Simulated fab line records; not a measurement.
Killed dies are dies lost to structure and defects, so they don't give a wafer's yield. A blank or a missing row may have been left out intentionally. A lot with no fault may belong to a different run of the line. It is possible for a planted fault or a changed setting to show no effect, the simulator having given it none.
Which of the tools did it? :: flow sky130 :: 24 lots, 72 wafers sampled, at 5 steps of a route of 708

## WHAT THE GAUGES READ, wafer by wafer
SKY_PASSIVATION_THK_MEAS_03. Usual: PASSIVATION_CVD_02_THK typically reads 540 nm, with standard deviation 6.4.
lot: L074
measured: day 44 15:03
on: filmMetro-01
PASSIVATION_CVD_02_THK (nm): 534 546 545
flag: 

lot: L075
measured: day 44 21:53
on: filmMetro-03
PASSIVATION_CVD_02_THK (nm): 530 536 541
flag: 

lot: L077
measured: day 45 06:26
on: filmMetro-02
PASSIVATION_CVD_02_THK (nm): 543 538 541
flag: 

lot: L076
measured: day 45 07:41
on: filmMetro-02
PASSIVATION_CVD_02_THK (nm): 543 539 536
flag: 

lot: L078
measured: day 45 08:55
on: filmMetro-01
PASSIVATION_CVD_02_THK (nm): 544 537 545
flag: 

lot: L079
measured: day 45 14:37
on: filmMetro-01
PASSIVATION_CVD_02_THK (nm): 532 545 550
flag: 

lot: L080
measured: day 45 22:22
on: filmMetro-02
PASSIVATION_CVD_02_THK (nm): 535 548 547
flag: 

lot: L081
measured: day 46 11:31
on: filmMetro-03
PASSIVATION_CVD_02_THK (nm): 537 547 554
flag: 

lot: L082
measured: day 46 13:30
on: filmMetro-02
PASSIVATION_CVD_02_THK (nm): 531 540 543
flag: 

lot: L083
measured: day 46 14:46
on: filmMetro-02
PASSIVATION_CVD_02_THK (nm): 542 537 543
flag: 

lot: L084
measured: day 46 19:44
on: filmMetro-02
PASSIVATION_CVD_02_THK (nm): 534 542 534
flag: 

lot: L085
measured: day 47 00:01
on: filmMetro-01
PASSIVATION_CVD_02_THK (nm): 530 535 535
flag: 

lot: L086
measured: day 47 02:59
on: filmMetro-02
PASSIVATION_CVD_02_THK (nm): 534 543 540
flag: 

lot: L088
measured: day 47 18:30
on: filmMetro-02
PASSIVATION_CVD_02_THK (nm): 530 536 547
flag: 

lot: L087
measured: day 47 18:22
on: filmMetro-02
PASSIVATION_CVD_02_THK (nm): 538 546 551
flag: 

lot: L089
measured: day 47 21:26
on: filmMetro-03
PASSIVATION_CVD_02_THK (nm): 549 545 556
flag: 

lot: L091
measured: day 48 06:55
on: filmMetro-02
PASSIVATION_CVD_02_THK (nm): 529 547 547
flag: 

lot: L092
measured: day 48 13:01
on: filmMetro-01
PASSIVATION_CVD_02_THK (nm): 548 548 554
flag: 

lot: L090
measured: day 48 13:17
on: filmMetro-03
PASSIVATION_CVD_02_THK (nm): 532 531 546
flag: 

lot: L093
measured: day 48 20:32
on: filmMetro-01
PASSIVATION_CVD_02_THK (nm): 533 534 550
flag: 

lot: L094
measured: day 48 23:11
on: filmMetro-02
PASSIVATION_CVD_02_THK (nm): 528 536 538
flag: 

lot: L095
measured: day 49 15:05
on: filmMetro-01
PASSIVATION_CVD_02_THK (nm): 538 551 549
flag: 

lot: L096
measured: day 49 13:11
on: filmMetro-02
PASSIVATION_CVD_02_THK (nm): 528 541 540
flag: 

lot: L097
measured: day 49 16:37
on: filmMetro-02
PASSIVATION_CVD_02_THK (nm): 532 539 547
flag: 

## TOOL THAT RAN EACH LOT (tool first, then ch and the chambers of the sampled wafers, then the start)
lot: L074
SKY_METAL3_METAL_ETCH_18: rieMetal-01 ch 0,1, day 39 07:34
SKY_METAL4_SPUTTER_01: pvdSputter-04, day 40 11:25
SKY_METAL4_SPUTTER_03: pvdSputter-04, day 40 11:29
SKY_METAL5_SPUTTER_01: pvdSputter-01, day 43 14:47

lot: L075
SKY_METAL3_METAL_ETCH_18: rieMetal-02 ch 0,1, day 39 16:34
SKY_METAL4_SPUTTER_01: pvdSputter-02, day 40 19:40
SKY_METAL4_SPUTTER_03: pvdSputter-02, day 40 19:44
SKY_METAL5_SPUTTER_01: pvdSputter-03, day 43 22:04

lot: L077
SKY_METAL3_METAL_ETCH_18: rieMetal-02 ch 0,1, day 40 03:26
SKY_METAL4_SPUTTER_01: pvdSputter-02, day 41 05:49
SKY_METAL4_SPUTTER_03: pvdSputter-02, day 41 05:53
SKY_METAL5_SPUTTER_01: pvdSputter-03, day 44 07:38

lot: L076
SKY_METAL3_METAL_ETCH_18: rieMetal-01 ch 0,1, day 40 05:27
SKY_METAL4_SPUTTER_01: pvdSputter-04, day 41 08:34
SKY_METAL4_SPUTTER_03: pvdSputter-04, day 41 08:38
SKY_METAL5_SPUTTER_01: pvdSputter-02, day 44 09:07

lot: L078
SKY_METAL3_METAL_ETCH_18: rieMetal-04 ch 0, day 40 07:09
SKY_METAL4_SPUTTER_01: pvdSputter-04, day 41 10:19
SKY_METAL4_SPUTTER_03: pvdSputter-04, day 41 10:23
SKY_METAL5_SPUTTER_01: pvdSputter-03, day 44 10:37

lot: L079
SKY_METAL3_METAL_ETCH_18: rieMetal-01 ch 0,1, day 40 10:06
SKY_METAL4_SPUTTER_01: pvdSputter-04, day 41 13:13
SKY_METAL4_SPUTTER_03: pvdSputter-04, day 41 13:17
SKY_METAL5_SPUTTER_01: pvdSputter-01, day 44 15:19

lot: L080
SKY_METAL3_METAL_ETCH_18: rieMetal-01 ch 0,1, day 40 19:40
SKY_METAL4_SPUTTER_01: pvdSputter-01, day 41 22:25
SKY_METAL4_SPUTTER_03: pvdSputter-01, day 41 22:29
SKY_METAL5_SPUTTER_01: pvdSputter-03, day 45 00:01

lot: L081
SKY_METAL3_METAL_ETCH_18: rieMetal-01 ch 0,1, day 40 23:01
SKY_METAL4_SPUTTER_01: pvdSputter-01, day 42 13:31
SKY_METAL4_SPUTTER_03: pvdSputter-01, day 42 13:35
SKY_METAL5_SPUTTER_01: pvdSputter-03, day 45 12:52

lot: L082
SKY_METAL3_METAL_ETCH_18: rieMetal-01 ch 0,1, day 41 11:01
SKY_METAL4_SPUTTER_01: pvdSputter-01, day 42 14:22
SKY_METAL4_SPUTTER_03: pvdSputter-01, day 42 14:26
SKY_METAL5_SPUTTER_01: pvdSputter-03, day 45 14:47

lot: L083
SKY_METAL3_METAL_ETCH_18: rieMetal-04 ch 1, day 41 15:06
SKY_METAL4_SPUTTER_01: pvdSputter-01, day 42 17:56
SKY_METAL4_SPUTTER_03: pvdSputter-01, day 42 18:00
SKY_METAL5_SPUTTER_01: pvdSputter-02, day 45 17:02

lot: L084
SKY_METAL3_METAL_ETCH_18: rieMetal-02 ch 0,1, day 41 21:08
SKY_METAL4_SPUTTER_01: pvdSputter-01, day 42 22:55
SKY_METAL4_SPUTTER_03: pvdSputter-01, day 42 22:59
SKY_METAL5_SPUTTER_01: pvdSputter-03, day 45 21:48

lot: L085
SKY_METAL3_METAL_ETCH_18: rieMetal-04 ch 1, day 42 00:28
SKY_METAL4_SPUTTER_01: pvdSputter-04, day 43 02:59
SKY_METAL4_SPUTTER_03: pvdSputter-04, day 43 03:04
SKY_METAL5_SPUTTER_01: pvdSputter-02, day 46 01:11

lot: L086
SKY_METAL3_METAL_ETCH_18: rieMetal-02 ch 0,1, day 42 03:44
SKY_METAL4_SPUTTER_01: pvdSputter-01, day 43 05:38
SKY_METAL4_SPUTTER_03: pvdSputter-01, day 43 05:42
SKY_METAL5_SPUTTER_01: pvdSputter-02, day 46 04:16

lot: L088
SKY_METAL3_METAL_ETCH_18: rieMetal-04 ch 0,1, day 42 19:55
SKY_METAL4_SPUTTER_01: pvdSputter-04, day 43 22:25
SKY_METAL4_SPUTTER_03: pvdSputter-04, day 43 22:29
SKY_METAL5_SPUTTER_01: pvdSputter-03, day 46 20:26

lot: L087
SKY_METAL3_METAL_ETCH_18: rieMetal-04 ch 0,1, day 42 20:37
SKY_METAL4_SPUTTER_01: pvdSputter-01, day 43 22:55
SKY_METAL4_SPUTTER_03: pvdSputter-01, day 43 22:59
SKY_METAL5_SPUTTER_01: pvdSputter-01, day 46 20:08

lot: L089
SKY_METAL3_METAL_ETCH_18: rieMetal-04 ch 0,1, day 43 03:46
SKY_METAL4_SPUTTER_01: pvdSputter-01, day 44 05:16
SKY_METAL4_SPUTTER_03: pvdSputter-01, day 44 05:20
SKY_METAL5_SPUTTER_01: pvdSputter-01, day 47 00:13

lot: L091
SKY_METAL3_METAL_ETCH_18: rieMetal-01 ch 0,1, day 43 12:52
SKY_METAL4_SPUTTER_01: pvdSputter-01, day 44 14:38
SKY_METAL4_SPUTTER_03: pvdSputter-01, day 44 14:42
SKY_METAL5_SPUTTER_01: pvdSputter-01, day 47 10:01

lot: L092
SKY_METAL3_METAL_ETCH_18: rieMetal-04 ch 0,1, day 43 19:19
SKY_METAL4_SPUTTER_01: pvdSputter-04, day 44 21:23
SKY_METAL4_SPUTTER_03: pvdSputter-04, day 44 21:27
SKY_METAL5_SPUTTER_01: pvdSputter-03, day 47 15:38

lot: L090
SKY_METAL3_METAL_ETCH_18: rieMetal-01 ch 0, day 43 20:16
SKY_METAL4_SPUTTER_01: pvdSputter-04, day 44 21:58
SKY_METAL4_SPUTTER_03: pvdSputter-04, day 44 22:01
SKY_METAL5_SPUTTER_01: pvdSputter-01, day 47 16:17

lot: L093
SKY_METAL3_METAL_ETCH_18: rieMetal-01 ch 0, day 44 04:43
SKY_METAL4_SPUTTER_01: pvdSputter-04, day 45 05:19
SKY_METAL4_SPUTTER_03: pvdSputter-04, day 45 05:23
SKY_METAL5_SPUTTER_01: pvdSputter-02, day 48 00:19

lot: L094
SKY_METAL3_METAL_ETCH_18: rieMetal-02 ch 0,1, day 44 06:50
SKY_METAL4_SPUTTER_01: pvdSputter-02, day 45 07:35
SKY_METAL4_SPUTTER_03: pvdSputter-02, day 45 07:38
SKY_METAL5_SPUTTER_01: pvdSputter-03, day 48 02:50

lot: L095
SKY_METAL3_METAL_ETCH_18: rieMetal-04 ch 1, day 44 22:04
SKY_METAL4_SPUTTER_01: pvdSputter-01, day 45 22:35
SKY_METAL4_SPUTTER_03: pvdSputter-01, day 46 03:50
SKY_METAL5_SPUTTER_01: pvdSputter-01, day 48 20:35

lot: L096
SKY_METAL3_METAL_ETCH_18: rieMetal-01 ch 0,1, day 45 00:01
SKY_METAL4_SPUTTER_01: pvdSputter-02, day 46 00:16
SKY_METAL4_SPUTTER_03: pvdSputter-02, day 46 00:20
SKY_METAL5_SPUTTER_01: pvdSputter-02, day 48 17:42

lot: L097
SKY_METAL3_METAL_ETCH_18: rieMetal-01 ch 0,1, day 45 03:19
SKY_METAL4_SPUTTER_01: pvdSputter-04, day 46 03:58
SKY_METAL4_SPUTTER_03: pvdSputter-04, day 46 04:01
SKY_METAL5_SPUTTER_01: pvdSputter-03, day 48 21:47
- SKY_METAL3_METAL_ETCH_18: etches the open film in Cl2/BCl3, stops on SiO2, target depth 845 nm, time 183.1 s.
- SKY_METAL4_SPUTTER_01: material TiN, target thk 20 nm, time 16.7 s.
- SKY_METAL4_SPUTTER_03: material Ti, target thk 5 nm, time 3.3 s.
- SKY_METAL5_SPUTTER_01: material TiN, target thk 20 nm, time 16.7 s.

## AS READ BY THE TOOLS THEMSELVES (means over the sampled wafers that have a number; for cases with no such wafer, the mark the record gives instead)
SKY_METAL3_METAL_ETCH_18. Usual: chamberPressureMTorr 10.000 mTorr, standard deviation 0.0084; drypumpMotorCurrentA 5.6 A, standard deviation 0.47; oesProductAu 0.866 a.u., standard deviation 0.0063; throttleValvePct 22.264 %, standard deviation 0.01.
lot: L074
tool: rieMetal-01
chamberPressureMTorr (mTorr): 10.004
drypumpMotorCurrentA (A): 5.7
oesProductAu (a.u.): 0.866
throttleValvePct (%): 22.262
flag: 

lot: L075
tool: rieMetal-02
chamberPressureMTorr (mTorr): 10.001
drypumpMotorCurrentA (A): 6.1
oesProductAu (a.u.): 0.867
throttleValvePct (%): 22.263
flag: 

lot: L077
tool: rieMetal-02
chamberPressureMTorr (mTorr): 10.004
drypumpMotorCurrentA (A): 6.1
oesProductAu (a.u.): 0.866
throttleValvePct (%): 22.266
flag: 

lot: L076
tool: rieMetal-01
chamberPressureMTorr (mTorr): 9.996
drypumpMotorCurrentA (A): 5.6
oesProductAu (a.u.): 0.869
throttleValvePct (%): 22.267
flag: 

lot: L078
tool: rieMetal-04
chamberPressureMTorr (mTorr): 9.998
drypumpMotorCurrentA (A): 4.8
oesProductAu (a.u.): 0.866
throttleValvePct (%): 22.261
flag: 

lot: L079
tool: rieMetal-01
chamberPressureMTorr (mTorr): 10.006
drypumpMotorCurrentA (A): 5.4
oesProductAu (a.u.): 0.867
throttleValvePct (%): 22.259
flag: 

lot: L080
tool: rieMetal-01
chamberPressureMTorr (mTorr): 9.995
drypumpMotorCurrentA (A): 5.6
oesProductAu (a.u.): 0.870
throttleValvePct (%): 22.264
flag: 

lot: L081
tool: rieMetal-01
chamberPressureMTorr (mTorr): 10.003
drypumpMotorCurrentA (A): 5.6
oesProductAu (a.u.): 0.864
throttleValvePct (%): 22.268
flag: 

lot: L082
tool: rieMetal-01
chamberPressureMTorr (mTorr): 10.003
drypumpMotorCurrentA (A): 5.4
oesProductAu (a.u.): 0.871
throttleValvePct (%): 22.263
flag: 

lot: L083
tool: rieMetal-04
chamberPressureMTorr (mTorr): 9.991
drypumpMotorCurrentA (A): 5.8
oesProductAu (a.u.): 0.865
throttleValvePct (%): 22.258
flag: 

lot: L084
tool: rieMetal-02
chamberPressureMTorr (mTorr): 10.010
drypumpMotorCurrentA (A): 6.1
oesProductAu (a.u.): 0.863
throttleValvePct (%): 22.261
flag: 

lot: L085
tool: rieMetal-04
chamberPressureMTorr (mTorr): 9.994
drypumpMotorCurrentA (A): 5.8
oesProductAu (a.u.): 0.863
throttleValvePct (%): 22.259
flag: 

lot: L086
tool: rieMetal-02
chamberPressureMTorr (mTorr): 10.000
drypumpMotorCurrentA (A): 6.0
oesProductAu (a.u.): 0.867
throttleValvePct (%): 22.260
flag: 

lot: L088
tool: rieMetal-04
chamberPressureMTorr (mTorr): 10.000
drypumpMotorCurrentA (A): 5.5
oesProductAu (a.u.): 0.866
throttleValvePct (%): 22.266
flag: 

lot: L087
tool: rieMetal-04
chamberPressureMTorr (mTorr): 9.996
drypumpMotorCurrentA (A): 5.4
oesProductAu (a.u.): 0.863
throttleValvePct (%): 22.255
flag: 

lot: L089
tool: rieMetal-04
chamberPressureMTorr (mTorr): 9.991
drypumpMotorCurrentA (A): 5.5
oesProductAu (a.u.): 0.867
throttleValvePct (%): 22.245
flag: 

lot: L091
tool: rieMetal-01
chamberPressureMTorr (mTorr): 10.001
drypumpMotorCurrentA (A): 5.6
oesProductAu (a.u.): 0.863
throttleValvePct (%): 22.267
flag: 

lot: L092
tool: rieMetal-04
chamberPressureMTorr (mTorr): 10.002
drypumpMotorCurrentA (A): 5.5
oesProductAu (a.u.): 0.865
throttleValvePct (%): 22.262
flag: 

lot: L090
tool: rieMetal-01
chamberPressureMTorr (mTorr): 10.001
drypumpMotorCurrentA (A): 5.1
oesProductAu (a.u.): 0.860
throttleValvePct (%): 22.259
flag: 

lot: L093
tool: rieMetal-01
chamberPressureMTorr (mTorr): 9.995
drypumpMotorCurrentA (A): 5.1
oesProductAu (a.u.): 0.863
throttleValvePct (%): 22.257
flag: 

lot: L094
tool: rieMetal-02
chamberPressureMTorr (mTorr): 10.003
drypumpMotorCurrentA (A): 6.0
oesProductAu (a.u.): 0.871
throttleValvePct (%): 22.273
flag: 

lot: L095
tool: rieMetal-04
chamberPressureMTorr (mTorr): 9.999
drypumpMotorCurrentA (A): 5.8
oesProductAu (a.u.): 0.870
throttleValvePct (%): 22.256
flag: 

lot: L096
tool: rieMetal-01
chamberPressureMTorr (mTorr): 9.991
drypumpMotorCurrentA (A): 5.4
oesProductAu (a.u.): 0.867
throttleValvePct (%): 22.263
flag: 

lot: L097
tool: rieMetal-01
chamberPressureMTorr (mTorr): 9.994
drypumpMotorCurrentA (A): 5.6
oesProductAu (a.u.): 0.860
throttleValvePct (%): 22.257
flag: 

SKY_METAL4_SPUTTER_01. Usual: throttleValvePct 30.4 %, standard deviation 0.73.
lot: L074
tool: pvdSputter-04
throttleValvePct (%): 30.1
flag: 

lot: L075
tool: pvdSputter-02
throttleValvePct (%): 30.9
flag: 

lot: L077
tool: pvdSputter-02
throttleValvePct (%): 30.6
flag: 

lot: L076
tool: pvdSputter-04
throttleValvePct (%): 30.2
flag: 

lot: L078
tool: pvdSputter-04
throttleValvePct (%): 30.4
flag: 

lot: L079
tool: pvdSputter-04
throttleValvePct (%): 30.1
flag: 

lot: L080
tool: pvdSputter-01
throttleValvePct (%): 30.8
flag: 

lot: L081
tool: pvdSputter-01
throttleValvePct (%): 30.5
flag: 

lot: L082
tool: pvdSputter-01
throttleValvePct (%): 29.8
flag: 

lot: L083
tool: pvdSputter-01
throttleValvePct (%): 29.8
flag: 

lot: L084
tool: pvdSputter-01
throttleValvePct (%): 30.3
flag: 

lot: L085
tool: pvdSputter-04
throttleValvePct (%): 30.2
flag: 

lot: L086
tool: pvdSputter-01
throttleValvePct (%): 30.4
flag: 

lot: L088
tool: pvdSputter-04
throttleValvePct (%): 30.1
flag: 

lot: L087
tool: pvdSputter-01
throttleValvePct (%): 30.6
flag: 

lot: L089
tool: pvdSputter-01
throttleValvePct (%): 30.3
flag: 

lot: L091
tool: pvdSputter-01
throttleValvePct (%): 30.4
flag: 

lot: L092
tool: pvdSputter-04
throttleValvePct (%): 30.1
flag: 

lot: L090
tool: pvdSputter-04
throttleValvePct (%): 30.3
flag: 

lot: L093
tool: pvdSputter-04
throttleValvePct (%): 30.3
flag: 

lot: L094
tool: pvdSputter-02
throttleValvePct (%): 32.0
flag: 

lot: L095
tool: pvdSputter-01
throttleValvePct (%): 30.2
flag: 

lot: L096
tool: pvdSputter-02
throttleValvePct (%): 31.6
flag: 

lot: L097
tool: pvdSputter-04
throttleValvePct (%): 30.4
flag: 

SKY_METAL4_SPUTTER_03. Usual: throttleValvePct 30.4 %, standard deviation 0.73.
lot: L074
tool: pvdSputter-04
throttleValvePct (%): 30.1
flag: 

lot: L075
tool: pvdSputter-02
throttleValvePct (%): 31.0
flag: 

lot: L077
tool: pvdSputter-02
throttleValvePct (%): 30.8
flag: 

lot: L076
tool: pvdSputter-04
throttleValvePct (%): 30.3
flag: 

lot: L078
tool: pvdSputter-04
throttleValvePct (%): 30.3
flag: 

lot: L079
tool: pvdSputter-04
throttleValvePct (%): 30.0
flag: 

lot: L080
tool: pvdSputter-01
throttleValvePct (%): 30.7
flag: 

lot: L081
tool: pvdSputter-01
throttleValvePct (%): 30.6
flag: 

lot: L082
tool: pvdSputter-01
throttleValvePct (%): 29.8
flag: 

lot: L083
tool: pvdSputter-01
throttleValvePct (%): 29.7
flag: 

lot: L084
tool: pvdSputter-01
throttleValvePct (%): 30.5
flag: 

lot: L085
tool: pvdSputter-04
throttleValvePct (%): 30.2
flag: 

lot: L086
tool: pvdSputter-01
throttleValvePct (%): 30.3
flag: 

lot: L088
tool: pvdSputter-04
throttleValvePct (%): 30.2
flag: 

lot: L087
tool: pvdSputter-01
throttleValvePct (%): 30.7
flag: 

lot: L089
tool: pvdSputter-01
throttleValvePct (%): 30.5
flag: 

lot: L091
tool: pvdSputter-01
throttleValvePct (%): 30.4
flag: 

lot: L092
tool: pvdSputter-04
throttleValvePct (%): 30.1
flag: 

lot: L090
tool: pvdSputter-04
throttleValvePct (%): 30.3
flag: 

lot: L093
tool: pvdSputter-04
throttleValvePct (%): 30.3
flag: 

lot: L094
tool: pvdSputter-02
throttleValvePct (%): 32.1
flag: 

lot: L095
tool: pvdSputter-01
throttleValvePct (%): 30.1
flag: 

lot: L096
tool: pvdSputter-02
throttleValvePct (%): 31.6
flag: 

lot: L097
tool: pvdSputter-04
throttleValvePct (%): 30.5
flag: 

SKY_METAL5_SPUTTER_01. Usual: throttleValvePct 30.3 %, standard deviation 0.99.
lot: L074
tool: pvdSputter-01
throttleValvePct (%): 29.6
flag: 

lot: L075
tool: pvdSputter-03
throttleValvePct (%): 29.7
flag: 

lot: L077
tool: pvdSputter-03
throttleValvePct (%): 29.8
flag: 

lot: L076
tool: pvdSputter-02
throttleValvePct (%): 29.8
flag: 

lot: L078
tool: pvdSputter-03
throttleValvePct (%): 29.7
flag: 

lot: L079
tool: pvdSputter-01
throttleValvePct (%): 30.6
flag: 

lot: L080
tool: pvdSputter-03
throttleValvePct (%): 29.8
flag: 

lot: L081
tool: pvdSputter-03
throttleValvePct (%): 29.8
flag: 

lot: L082
tool: pvdSputter-03
throttleValvePct (%): 29.8
flag: 

lot: L083
tool: pvdSputter-02
throttleValvePct (%): 31.8
flag: 

lot: L084
tool: pvdSputter-03
throttleValvePct (%): 29.8
flag: 

lot: L085
tool: pvdSputter-02
throttleValvePct (%): 30.8
flag: 

lot: L086
tool: pvdSputter-02
throttleValvePct (%): 32.0
flag: 

lot: L088
tool: pvdSputter-03
throttleValvePct (%): 30.3
flag: 

lot: L087
tool: pvdSputter-01
throttleValvePct (%): 30.0
flag: 

lot: L089
tool: pvdSputter-01
throttleValvePct (%): 30.6
flag: 

lot: L091
tool: pvdSputter-01
throttleValvePct (%): 30.0
flag: 

lot: L092
tool: pvdSputter-03
throttleValvePct (%): 29.9
flag: 

lot: L090
tool: pvdSputter-01
throttleValvePct (%): 29.9
flag: 

lot: L093
tool: pvdSputter-02
throttleValvePct (%): 30.7
flag: 

lot: L094
tool: pvdSputter-03
throttleValvePct (%): 30.5
flag: 

lot: L095
tool: pvdSputter-01
throttleValvePct (%): 30.5
flag: 

lot: L096
tool: pvdSputter-02
throttleValvePct (%): 31.7
flag: 

lot: L097
tool: pvdSputter-03
throttleValvePct (%): 29.2
flag: 

## THE ANSWER, worked out from the rows above alone
Rule: take the mean of a lot's wafers that have a number; if it is more than 3 standard deviations from the usual mean, the lot is off. Also off: a lot with no number at a reading for which 4 or more lots have one. Any other lot the step has rows for is counted as sound. The gauges are gone through in route order, then the tools' own readings, and for those a lot's mean is taken as printed above. At the first step where some lot is off, the reading lying furthest off is the one used; lots without a number count as furthest.
None of the lots is off at any reading shown; this tells nothing.

## WHAT HAD BEEN PUT IN BY THE SIMULATOR
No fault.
